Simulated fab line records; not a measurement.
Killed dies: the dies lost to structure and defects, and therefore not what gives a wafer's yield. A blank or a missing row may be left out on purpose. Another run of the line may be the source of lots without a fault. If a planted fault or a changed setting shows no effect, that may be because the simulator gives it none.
Problem report, 8D (eight disciplines) form, completed by code + flow sky130 + the parts of the form that need people (team, actions taken, sign-off) are left out

== 1. PROBLEM STATEMENT ==
Mean PASSIVATION_CVD_00_THK at SKY_PASSIVATION_THK_MEAS_01: 80.1 nm over 3 wafers in 2 lots; fault-free wafers: 89.7 nm, standard deviation 1.2. Relative to the usual mean, that is a shift of -8.0 standard deviations.
Earliest sighting: wafer L521.3 on film-metro-02 at day 48 01:50. The record holds 33 wafers of 11 lots with a number at this step. The rule behind "out" and "out of limits": a value lying over 4 standard deviations away from the usual mean. The rest of the wafers with a number are treated as sound.

== 2. WHAT IT IS, AND WHAT IT ISN'T ==
| question                    | is                           | is not                                                              |
|-----------------------------|------------------------------|---------------------------------------------------------------------|
| which readings at this step | PASSIVATION_CVD_00_THK       | -                                                                   |
| which lots                  | L521, L526                   | L505, L506, L508, L509, L510, L511, L513, L514, L518                |
| which wafers of those lots  | L521.3, L521.6, L526.5       | L521.5, L526.2, L526.6                                              |
| read on which gauges        | film-metro-02, film-metro-04 | film-metro-03                                                       |
| when                        | from day 48 01:50            | up to then (28 sound wafers); but 2 sound wafers of L526 came after |

== 3. SUSPECTS, AND WHAT RULES EACH OUT ==
Counting: any tool at a process step up to the reading remains a suspect provided it ran every lot that is out. Sound lots after the first of them don't rule it out here, since some wafers of a struck lot are sound.
- the gauge at SKY_PASSIVATION_THK_MEAS_01 has been ruled out. Those wafers that are out were read across 2 gauges (film-metro-02, film-metro-04).
- pecvd-03 at SKY_PASSIVATION_CVD_00 (deposits SiO2, target thk 90 nm): kept. Ran every lot that is out, first one L521 (day 48 01:48); last sound lot up to then L511 (day 45 08:58).
- Within pecvd-03 at SKY_PASSIVATION_CVD_00: the wafers that are out ran in chamber 2; their sound lot-mates ran in chambers 0, 1.
Left after counting: pecvd-03 at SKY_PASSIVATION_CVD_00.

== 4. THE CAUSE (what the simulator had put in) ==
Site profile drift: pecvd-03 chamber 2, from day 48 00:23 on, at SKY_PASSIVATION_CVD_00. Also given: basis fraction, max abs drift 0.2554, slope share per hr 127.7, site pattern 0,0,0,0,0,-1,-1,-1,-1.
The count eliminated every tool but this one.

== 5. SEQUENCE OF EFFECTS, ordered by route ==
One row per reading whose mean, taken over the struck wafers that have a number, lies over 3 standard deviations from the usual. Only readings for which the record gives a usual standard deviation are gone through. hours: the time from each lot's start at the first step in this table that gives one to its start at this step, as a median over the lots. sigmas: the change in usual standard deviations.
| hours | step                        | reading                | usual   | on struck wafers | change | sigmas |
|-------|-----------------------------|------------------------|---------|------------------|--------|--------|
| 0     | SKY_PASSIVATION_THK_MEAS_01 | PASSIVATION_CVD_00_THK | 89.7 nm | 80.1             | -9.6   | -8.0   |

== 6. WHAT WOULD HAVE CAUGHT IT SOONER ==
In this record the first reading out of limits at a measuring or inspecting step was taken at day 48 01:50, 1 hour after the fault began at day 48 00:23.
No tool reading at SKY_PASSIVATION_CVD_00 that has a usual standard deviation in the record was out on any struck wafer, so an alarm limit of 4 standard deviations on those readings would not have fired.
Of the lots that are out (2), L526 began SKY_PASSIVATION_CVD_00 on pecvd-03 after day 48 01:50. Holding the tool at that time would have saved it.
